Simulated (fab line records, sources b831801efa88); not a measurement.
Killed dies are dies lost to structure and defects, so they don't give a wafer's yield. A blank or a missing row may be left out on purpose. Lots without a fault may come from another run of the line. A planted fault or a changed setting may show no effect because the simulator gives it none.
fab line records | flow sky130
record lots=11 wafers=33 last_day=50
route steps=708 shown DNWELL@37 PWDE@55 NWELL@68 VT_ADJUST_HVTP@92 PAD_OPEN@708
lots that met no fault: from a run of the same line without faults
start_h: hours from the record's first day to the start of the lot's first wafer shown | wait_h: hours since the lot's step before | " the same as in the row above | L1.1+2: a row that stands for several wafers | - no value, or no start given | * or withheld: withheld | < > ~ a bound
route shown NAME@n: a module of which the file shows steps, and the number in the route of the first | usual: mean/standard deviation of fault-free wafers | same: alike in all rows | chamber/n: place in a boat | sites: the reading at each site | _std_site: their standard deviation | _edge_site: outer sites' mean less inner sites' | radius_mm: how far each site lies from the wafer's centre | mask NAME#n: copy n | behind: the tool/chamber that last shaped the wafer | hold: why the lot was held/for how many hours/how that ended | device: the transistor (n, p or np) that didn't switch | end of line: the same wafers' tests at the end of the route | a step without rows: its recipe alone | killed: dies lost to structure and defects at the first sort, not the wafer's yield | map: a wafer's dies, x killed, . not, _ none there
set.NAME: the setting as run; set.NAME@STEP: as run at that earlier step | model.NAME: the simulator's own value behind a step, which no gauge read
steps of the route over a sample of lots; a table a step, a row a wafer
services: from which hour (start_h, from the record's first day; less than 0 if before it) a tool's chamber was out of use, for how many hours, and why
## steps
# step SKY_DNWELL_COAT_02
# recipe spin_rpm=2000 resist_thk_nm=3000
# usual chill_plate_temp_C=22.99/0.11 dispense_pressure_kPa=49.7/0.64 spin_speed_rpm=1999.6/1.4
# columns lot.wafer tool chamber start_h wait_h chill_plate_temp_C dispense_pressure_kPa spin_speed_rpm
L762.4 litho_track-02 0 57.59 0.1 22.76 48.8 1997.7
L762.5 " 0 " " 22.83 48.8 1998.9
L762.6 " 0 " " 22.90 48.8 1998.3
L763.1 litho_track-03 0 61.34 0.1 23.01 49.7 1997.5
L763.2 " 0 " " 23.00 49.8 2000.3
L763.4 " 0 " " 22.90 49.8 2002.2
L764.1 litho_track-02 0 66.46 0.1 22.90 48.8 2000.2
L764.3 " 0 " " 22.74 48.8 2000.4
L764.6 " 0 " " 22.88 48.8 1997.9
L765.1 litho_track-04 0 69.89 0.1 23.13 50.7 2002.7
L765.2 " 0 " " 23.06 50.7 1999.1
L765.5 " 0 " " 23.13 50.7 1999.1
L766.1 litho_track-03 - 76.99 0.1 - - -
L766.3 " - " " - - -
L766.4 " - " " - - -
L767.1 litho_track-03 - 80.69 0.1 - - -
L767.2 " - " " - - -
L767.3 " - " " - - -
L776.3 litho_track-03 0 127.54 0.1 23.05 49.8 1998.2
L776.5 " 0 " " 22.93 49.8 2001.8
L776.6 " 0 " " 22.90 49.8 1998.6
L777.1 litho_track-03 0 135.54 0.1 23.02 49.7 1999.2
L777.4 " 0 " " 23.11 49.7 1999.3
L777.6 " 0 " " 23.18 49.7 2001.3
L779.3 litho_track-03 0 146.04 0.1 23.01 49.8 2000.4
L779.5 " 0 " " 23.08 49.7 1999.9
L779.6 " 0 " " 23.11 49.7 2001.5
L781.1 litho_track-03 0 157.64 0.1 23.02 49.7 2001.8
L781.3 " 0 " " 22.79 49.7 2001.7
L781.4 " 0 " " 23.04 49.7 2001.2
L783.2 litho_track-03 0 166.17 0.1 23.09 49.7 1998.9
L783.3 " 0 " " 23.12 49.7 2001.2
L783.5 " 0 " " 23.02 49.7 2000.1
# step SKY_DNWELL_STRIP_08
# recipe chemistry=O2/N2 power_w=1400 pressure_mtorr=1500 platen_temp_c=withheld o2_flow_sccm=3000 n2_flow_sccm=300 overash_fraction=0.5
# usual drypump_motor_current_A=5.3/0.46 n2_flow_sccm=300.0/0.86 oes_product_au=0.723/0.0048 strip_time_to_endpoint_s=36.82/0.094
# columns lot.wafer tool chamber start_h wait_h drypump_motor_current_A n2_flow_sccm oes_product_au rf_hours_counter_h strip_time_to_endpoint_s
L762.4 plasma_asher-02 1 66.34 0.1 6.2 299.6 0.721 - 36.63
L762.5 " 1 " " 6.1 299.2 0.720 - 36.60
L762.6 " 0 " " 5.0 298.6 0.727 - 36.62
L763.1 plasma_asher-01 1 70.06 0.1 4.8 299.2 0.725 25 36.91
L763.2 " 0 " " 5.2 299.0 0.724 25 36.96
L763.4 " 1 " " 4.8 300.0 0.725 - 36.85
L764.1 plasma_asher-03 0 74.69 0.1 5.5 300.9 0.721 39 36.68
L764.3 " 0 " " 5.5 300.3 0.719 - 36.66
L764.6 " 1 " " 5.4 298.7 0.727 - 36.71
L765.1 plasma_asher-01 0 79.56 0.1 5.2 298.5 0.728 26 36.81
L765.2 " 1 " " 4.8 298.9 0.731 26 36.87
L765.5 " 0 " " 5.2 298.8 0.727 - 36.87
L766.1 plasma_asher-02 1 85.39 0.1 6.1 301.5 - 41 -
L766.3 " 1 " " 6.1 301.3 - - -
L766.4 " 0 " " 5.0 300.4 - - -
L767.1 plasma_asher-01 0 89.29 0.1 5.3 300.9 - 27 -
L767.2 " 1 " " 4.8 299.5 - 27 -
L767.3 " 0 " " 5.2 300.6 - - -
L776.3 plasma_asher-01 0 137.59 0.1 5.2 298.9 0.715 - 36.81
L776.5 " 0 " " 5.2 299.5 0.715 - 36.82
L776.6 " 1 " " 4.8 300.5 0.722 - 36.82
L777.1 plasma_asher-02 0 145.04 0.1 5.0 300.7 0.712 47 36.89
L777.4 " 0 " " 5.0 300.4 0.729 - 36.97
L777.6 " 0 " " 5.0 300.5 0.720 - 36.89
L779.3 plasma_asher-01 0 156.67 0.1 5.2 300.1 0.721 - 36.75
L779.5 " 0 " " 5.2 299.1 0.727 - 36.76
L779.6 " 1 " " 4.8 299.9 0.722 - 36.88
L781.1 plasma_asher-01 1 167.29 0.1 4.8 300.9 0.724 36 36.87
L781.3 " 0 " " 5.2 299.7 0.724 - 36.67
L781.4 " 1 " " 4.8 300.9 0.719 - 36.81
L783.2 plasma_asher-03 1 176.76 0.1 5.3 299.3 0.718 49 36.78
L783.3 " 0 " " 5.5 301.0 0.723 - 36.72
L783.5 " 0 " " 5.5 300.2 0.727 - 36.88
# step SKY_DNWELL_TW_MEAS_09
# usual DNWELL_TW=1109/8
# columns lot.wafer tool chamber start_h wait_h DNWELL_TW
L762.4 film_metro-04 - 66.44 0.1 1111
L762.5 " - " " 1111
L762.6 " - " " 1105
L763.1 film_metro-04 - 70.16 0.1 1113
L763.2 " - " " 1111
L763.4 " - " " 1104
L764.1 film_metro-02 - 74.79 0.1 1101
L764.3 " - " " 1109
L764.6 " - " " 1114
L765.1 film_metro-02 - 79.66 0.1 1119
L765.2 " - " " 1113
L765.5 " - " " 1116
L766.1 film_metro-04 - 85.49 0.1 1117
L766.3 " - " " 1120
L766.4 " - " " 1126
L767.1 film_metro-03 - 89.39 0.1 1100
L767.2 " - " " 1098
L767.3 " - " " 1097
L776.3 film_metro-03 - 137.68 0.1 1103
L776.5 " - " " 1101
L776.6 " - " " 1104
L777.1 film_metro-02 - 145.14 0.1 1116
L777.4 " - " " 1111
L777.6 " - " " 1109
L779.3 film_metro-04 - 156.76 0.1 1115
L779.5 " - " " 1112
L779.6 " - " " 1118
L781.1 film_metro-03 - 167.39 0.1 1108
L781.3 " - " " 1105
L781.4 " - " " 1112
L783.2 film_metro-03 - 176.87 0.1 1105
L783.3 " - " " 1101
L783.5 " - " " 1101
# step SKY_PWDE_TW_MEAS_10
# usual PWDE_TW=373/3
# columns lot.wafer tool chamber start_h wait_h PWDE_TW
L762.4 film_metro-02 - 83.08 0.1 371
L762.5 " - " " 369
L762.6 " - " " 372
L763.1 film_metro-04 - 86.56 0.1 375
L763.2 " - " " 377
L763.4 " - " " 375
L764.1 film_metro-04 - 91.86 0.1 378
L764.3 " - " " 374
L764.6 " - " " 376
L765.1 film_metro-04 - 97.11 0.1 374
L765.2 " - " " 374
L765.5 " - " " 373
L766.1 film_metro-04 - 102.70 0.1 1139
L766.3 " - " " 1131
L766.4 " - " " 1135
L767.1 film_metro-04 - 107.75 0.1 1132
L767.2 " - " " 1131
L767.3 " - " " 1132
L776.3 film_metro-02 - 157.63 0.1 371
L776.5 " - " " 372
L776.6 " - " " 371
L777.1 film_metro-04 - 165.11 0.1 373
L777.4 " - " " 372
L777.6 " - " " 373
L779.3 film_metro-04 - 176.58 0.1 372
L779.5 " - " " 375
L779.6 " - " " 375
L781.1 film_metro-03 - 187.73 0.1 371
L781.3 " - " " 372
L781.4 " - " " 372
L783.2 film_metro-03 - 197.01 0.1 370
L783.3 " - " " 370
L783.5 " - " " 371
# step SKY_NWELL_TW_MEAS_15
# usual NWELL_TW=1807/14
# columns lot.wafer tool chamber start_h wait_h NWELL_TW
L762.4 film_metro-02 - 100.78 0.1 1802
L762.5 " - " " 1795
L762.6 " - " " 1801
L763.1 film_metro-04 - 104.60 0.1 1826
L763.2 " - " " 1828
L763.4 " - " " 1829
L764.1 film_metro-04 - 110.16 0.1 1822
L764.3 " - " " 1812
L764.6 " - " " 1822
L765.1 film_metro-02 - 114.57 0.1 1815
L765.2 " - " " 1802
L765.5 " - " " 1802
L766.1 film_metro-03 - 121.97 0.1 1906
L766.3 " - " " 1895
L766.4 " - " " 1901
L767.1 film_metro-02 - 126.62 0.1 1920
L767.2 " - " " 1924
L767.3 " - " " 1921
L776.3 film_metro-04 - 178.79 0.1 1814
L776.5 " - " " 1821
L776.6 " - " " 1810
L777.1 film_metro-04 - 185.36 0.1 1814
L777.4 " - " " 1819
L777.6 " - " " 1811
L779.3 film_metro-04 - 197.13 0.1 1819
L779.5 " - " " 1828
L779.6 " - " " 1810
L781.1 film_metro-03 - 209.35 0.1 1789
L781.3 " - " " 1802
L781.4 " - " " 1791
L783.2 film_metro-02 - 218.81 0.1 1792
L783.3 " - " " 1787
L783.5 " - " " 1788
# step SKY_NWELL_TW_MEAS_26
# usual NWELL_2_TW=493/3.3
# columns lot.wafer tool chamber start_h wait_h NWELL_2_TW
L762.4 film_metro-04 - 119.50 0.1 496
L762.5 " - " " 498
L762.6 " - " " 496
L763.1 film_metro-04 - 122.97 0.1 497
L763.2 " - " " 493
L763.4 " - " " 497
L764.1 film_metro-04 - 128.56 0.1 494
L764.3 " - " " 496
L764.6 " - " " 500
L765.1 film_metro-03 - 133.21 0.1 490
L765.2 " - " " 486
L765.5 " - " " 487
L766.1 film_metro-04 - 141.20 0.1 1147
L766.3 " - " " 1148
L766.4 " - " " 1147
L767.1 film_metro-02 - 145.61 0.1 1140
L767.2 " - " " 1136
L767.3 " - " " 1138
L776.3 film_metro-02 - 198.92 0.1 489
L776.5 " - " " 492
L776.6 " - " " 490
L777.1 film_metro-02 - 206.71 0.1 495
L777.4 " - " " 491
L777.6 " - " " 495
L779.3 film_metro-04 - 218.79 0.1 493
L779.5 " - " " 493
L779.6 " - " " 496
L781.1 film_metro-02 - 231.52 0.1 487
L781.3 " - " " 488
L781.4 " - " " 492
L783.2 film_metro-02 - 241.76 0.1 487
L783.3 " - " " 487
L783.5 " - " " 492
# step SKY_VT_ADJUST_HVTP_CD_MEAS_07
# recipe target_cd_nm=380
# usual cd_nm=380.0/2.6
# columns lot.wafer tool chamber start_h wait_h cd_nm
L762.4 cd_sem-02 - 138.10 0.1 378.7
L762.5 " - " " 382.6
L762.6 " - " " 382.6
L763.1 cd_sem-01 - 142.68 0.1 377.6
L763.2 " - " " 376.4
L763.4 " - " " 379.4
L764.1 cd_sem-02 - 147.43 0.1 377.7
L764.3 " - " " 377.2
L764.6 " - " " 377.9
L765.1 cd_sem-02 - 152.74 0.1 380.6
L765.2 " - " " 381.0
L765.5 " - " " 380.2
L766.1 cd_sem-01 - 160.89 0.1 378.9
L766.3 " - " " 378.1
L766.4 " - " " 380.5
L767.1 cd_sem-01 - 165.84 0.1 377.7
L767.2 " - " " 378.9
L767.3 " - " " 378.2
L776.3 cd_sem-01 - 220.68 0.1 379.6
L776.5 " - " " 379.7
L776.6 " - " " 381.6
L777.1 cd_sem-02 - 228.28 0.1 381.0
L777.4 " - " " 380.9
L777.6 " - " " 378.0
L779.3 cd_sem-01 - 242.27 0.1 384.7
L779.5 " - " " 382.9
L779.6 " - " " 384.6
L781.1 cd_sem-02 - 255.09 0.1 379.3
L781.3 " - " " 381.2
L781.4 " - " " 379.5
L783.2 cd_sem-01 - 266.11 0.1 379.5
L783.3 " - " " 380.7
L783.5 " - " " 379.6
# step SKY_PAD_OPEN_PROBE_99
# usual killed_at_M0_to_M3=42/5.8 killed_at_M4_up=3.0/2 killed_at_contacts=24/5.5 killed_at_front_end=15/3.9 killed_at_other=0.3/0.54 killed_dies=85/8.8 killed_on_rim=16/3.7 killed_open=47/6.8 killed_short=38/5.9
# same gross_dies=492 killed_at_back_side=0
# columns lot.wafer tool chamber start_h wait_h killed_at_M0_to_M3 killed_at_M4_up killed_at_contacts killed_at_front_end killed_at_other killed_dies killed_on_rim killed_open killed_short
L765.1 prober-02 - 1120.33 0.1 42 2 26 16 0 86 14 41 45
L765.2 prober-02 - 1120.38 0.1 36 2 24 15 0 77 14 46 31
L765.5 prober-02 - 1120.53 0.2 43 3 18 13 1 78 11 38 39
L766.1 prober-01 - 1122.94 0.1 51 5 29 407 0 492 96 58 46
L766.3 prober-01 - 1123.04 0.2 38 7 36 411 0 492 96 52 46
L766.4 prober-01 - 1123.09 0.2 50 3 32 407 0 492 96 59 38
L767.1 prober-02 - 1125.42 0.1 44 7 28 412 1 492 96 57 36
L767.2 prober-02 - 1125.47 0.1 40 0 14 437 1 492 96 43 32
L767.3 prober-02 - 1125.52 0.2 44 1 34 412 1 492 96 53 41
L776.3 prober-01 - 1175.21 0.2 49 1 23 13 0 86 14 55 31
L776.5 prober-01 - 1175.31 0.2 44 7 18 15 0 84 24 41 41
L776.6 prober-01 - 1175.36 0.2 36 7 19 10 0 72 16 38 34
L779.3 prober-02 - 1191.56 0.2 31 2 27 16 1 77 14 39 38
L779.5 prober-02 - 1191.66 0.2 52 1 22 14 0 89 15 54 34
L779.6 prober-02 - 1191.71 0.2 44 1 24 14 1 84 17 47 37
# killed by level:class
L765.1 CONTACT:geometric_particle:open=13 VIA2:geometric_particle:open=7 METAL2:geometric_particle:short=6 VIA3:geometric_particle:open=6 FIELD_ISO:geometric_particle:short=5 POLY_GATE:geometric_particle:short=5 CONTACT:geometric_particle:short=5 VIA2:geometric_particle:short=5
L765.2 CONTACT:geometric_particle:open=9 VIA2:geometric_particle:open=7 METAL2:geometric_particle:short=6 LI_CONTACT:geometric_particle:open=6 VIA1:geometric_particle:open=6 METAL3:geometric_particle:short=5 VIA3:geometric_particle:open=5 LI_CONTACT:geometric_particle:short=4
L765.5 CONTACT:geometric_particle:open=10 VIA1:geometric_particle:open=9 METAL2:geometric_particle:short=7 VIA2:geometric_particle:short=6 VIA3:geometric_particle:open=5 FIELD_ISO:geometric_particle:short=4 METAL1:geometric_particle:short=4 VIA1:geometric_particle:short=4
L766.1 DNWELL:area_expose=388 LI_CONTACT:geometric_particle:open=12 VIA1:geometric_particle:open=11 FIELD_ISO:geometric_particle:short=10 CONTACT:geometric_particle:open=10 METAL2:geometric_particle:short=8 VIA2:geometric_particle:open=8 METAL1:geometric_particle:short=6
L766.3 DNWELL:area_expose=394 LI_CONTACT:geometric_particle:open=14 VIA3:geometric_particle:open=9 LOCAL_INTERCONNECT:geometric_particle:short=7 VIA1:geometric_particle:open=7 CONTACT:geometric_particle:short=6 CONTACT:geometric_particle:open=6 FIELD_ISO:geometric_particle:open=5
L766.4 DNWELL:area_expose=395 VIA1:geometric_particle:open=18 CONTACT:geometric_particle:open=10 VIA2:geometric_particle:open=10 LI_CONTACT:geometric_particle:open=7 LOCAL_INTERCONNECT:geometric_particle:short=7 CONTACT:geometric_particle:short=6 METAL3:geometric_particle:short=6
L767.1 DNWELL:area_expose=398 LI_CONTACT:geometric_particle:open=14 VIA1:geometric_particle:open=10 CONTACT:geometric_particle:open=7 VIA2:geometric_particle:open=7 METAL2:geometric_particle:short=5 VIA2:geometric_particle:short=5 VIA3:geometric_particle:open=5
L767.2 DNWELL:area_expose=417 VIA3:geometric_particle:open=9 VIA1:geometric_particle:open=7 FIELD_ISO:geometric_particle:short=6 POLY_GATE:geometric_particle:open=5 VIA3:geometric_particle:short=5 FIELD_ISO:geometric_particle:open=4 LI_CONTACT:geometric_particle:open=4
L767.3 DNWELL:area_expose=397 LI_CONTACT:geometric_particle:open=12 VIA1:geometric_particle:open=11 CONTACT:geometric_particle:open=10 VIA2:geometric_particle:open=7 VIA1:geometric_particle:short=6 METAL1:geometric_particle:short=5 LI_CONTACT:geometric_particle:short=5
L776.3 VIA2:geometric_particle:open=13 POLY_GATE:geometric_particle:open=9 CONTACT:geometric_particle:open=9 VIA1:geometric_particle:open=6 VIA1:geometric_particle:short=5 VIA2:geometric_particle:short=5 VIA3:geometric_particle:open=5 LI_CONTACT:geometric_particle:open=3
L776.5 VIA1:geometric_particle:open=11 METAL2:geometric_particle:short=8 VIA2:geometric_particle:open=6 POLY_GATE:geometric_particle:short=5 VIA1:geometric_particle:short=5 LI_CONTACT:geometric_particle:short=4 CONTACT:geometric_particle:short=4 LI_CONTACT:geometric_particle:open=3
L776.6 VIA2:geometric_particle:open=9 LI_CONTACT:geometric_particle:open=6 CONTACT:geometric_particle:open=5 FIELD_ISO:geometric_particle:short=4 VIA1:geometric_particle:open=4 METAL2:geometric_particle:short=4 VIA3:geometric_particle:open=4 METAL4:geometric_particle:short=3
L779.3 CONTACT:geometric_particle:open=10 LOCAL_INTERCONNECT:geometric_particle:short=6 CONTACT:geometric_particle:short=6 VIA1:geometric_particle:open=6 VIA3:geometric_particle:open=6 FIELD_ISO:geometric_particle:open=5 METAL1:geometric_particle:short=5 VIA1:geometric_particle:short=4
L779.5 VIA1:geometric_particle:open=15 CONTACT:geometric_particle:open=8 VIA3:geometric_particle:open=8 FIELD_ISO:geometric_particle:open=6 LI_CONTACT:geometric_particle:open=5 LOCAL_INTERCONNECT:geometric_particle:short=5 VIA1:geometric_particle:short=5 VIA3:geometric_particle:short=4
L779.6 VIA1:geometric_particle:open=10 CONTACT:geometric_particle:open=9 VIA3:geometric_particle:open=8 LI_CONTACT:geometric_particle:open=6 METAL1:geometric_particle:short=6 FIELD_ISO:geometric_particle:open=5 VIA1:geometric_particle:short=5 VIA3:geometric_particle:short=5
## services
# columns tool chamber start_h hours kind
plasma_asher-02 - 45.33 2.0 repair
plasma_asher-03 - 87.69 2.8 pm
plasma_asher-02 - 112.78 5.2 repair
## key
first_sign step=SKY_DNWELL_COAT_02 reading=tool_record direction=missing
effect step=SKY_PWDE_TW_MEAS_10 reading=PWDE_TW direction=up sigmas=99+ usual=373 struck=1133
effect step=SKY_NWELL_TW_MEAS_15 reading=NWELL_TW direction=up sigmas=7.7 usual=1807 struck=1911
effect step=SKY_NWELL_TW_MEAS_26 reading=NWELL_2_TW direction=up sigmas=99+ usual=493 struck=1143
effect step=SKY_PAD_OPEN_PROBE_99 reading=killed_at_front_end direction=up sigmas=99+ usual=15 struck=414
more_kills_born_at SKY_DNWELL_EXPOSE_04@iline_stepper-02=2389
met_at SKY_DNWELL_COAT_02
struck_lots L766,L767
tester_left_out L766,L767
not_acting_at SKY_DNWELL_STRIP_08,SKY_DNWELL_TW_MEAS_09,SKY_VT_ADJUST_HVTP_CD_MEAS_07
onset_between 61.34 76.99
fault kind=skipped_step_whole tool=litho_track-03 chamber=- onset_h=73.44 steps=SKY_DNWELL_COAT_02 scope=struck_lots_only
# tester_left_out: of these lots the tester's yield and bins aren't shown, on N5 and GAA mostly nor the transistor test; their killed dies are dies lost to structure and defects alone, not to doping, threshold or leakage, so they don't give the yield
